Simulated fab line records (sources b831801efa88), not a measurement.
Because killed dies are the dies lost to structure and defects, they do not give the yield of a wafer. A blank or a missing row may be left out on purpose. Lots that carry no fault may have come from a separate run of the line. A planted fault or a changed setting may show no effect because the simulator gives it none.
Which tool was responsible? / flow gf180mcu / 7 lots (21 wafers sampled), 1 step of a 602-step route

WHAT THE GAUGES SHOWED, per wafer
GF_M3_RS_MEAS_05: a four-point-probe measurement.
lot=L316; measured=day 20 19:23; on=film metro-03; M3_ALCU_RS (ohm/sq)=0.0689 0.0695 0.0704
lot=L319; measured=day 21 22:34; on=film metro-03; M3_ALCU_RS (ohm/sq)=0.0699 0.0682 0.0679
lot=L322; measured=day 23 06:55; on=film metro-03; M3_ALCU_RS (ohm/sq)=0.0694 0.0700 0.0696
lot=L324; measured=day 23 18:10; on=film metro-01; M3_ALCU_RS (ohm/sq)=0.0689 0.0696 0.0692
lot=L327; measured=day 24 20:38; on=film metro-03; M3_ALCU_RS (ohm/sq)=0.0700 0.0689 0.0699
lot=L333; measured=day 26 16:11; on=film metro-03; M3_ALCU_RS (ohm/sq)=0.0695 0.0702 0.0695
lot=L338; measured=day 28 00:02; on=film metro-04; M3_ALCU_RS (ohm/sq)=0.0698 0.0703 0.0711

EACH LOT AND THE TOOL THAT RAN IT (in order: tool; ch and the chambers of the sampled wafers; start)
Before these readings, the record contains no process step.

THE ANSWER, worked out from the rows above alone
Rule: what is usual is taken from the lots themselves. The widest of any qualifying gaps counts: lots, ordered by their means at a reading, are off when they make up no more than a third of the lots, leave a main group of 4 or more, and stand apart from it by 3 or more times the standard deviation of that group's means. If all means in a main group match to the digits the tables above print for the reading, that group is not used. Also off: a lot with no number at a reading for which 4 or more lots have one. All remaining lots with rows at the step are treated as sound.
No lot is off at any reading shown: from this, nothing can be told.

WHAT THE SIMULATOR PUT IN
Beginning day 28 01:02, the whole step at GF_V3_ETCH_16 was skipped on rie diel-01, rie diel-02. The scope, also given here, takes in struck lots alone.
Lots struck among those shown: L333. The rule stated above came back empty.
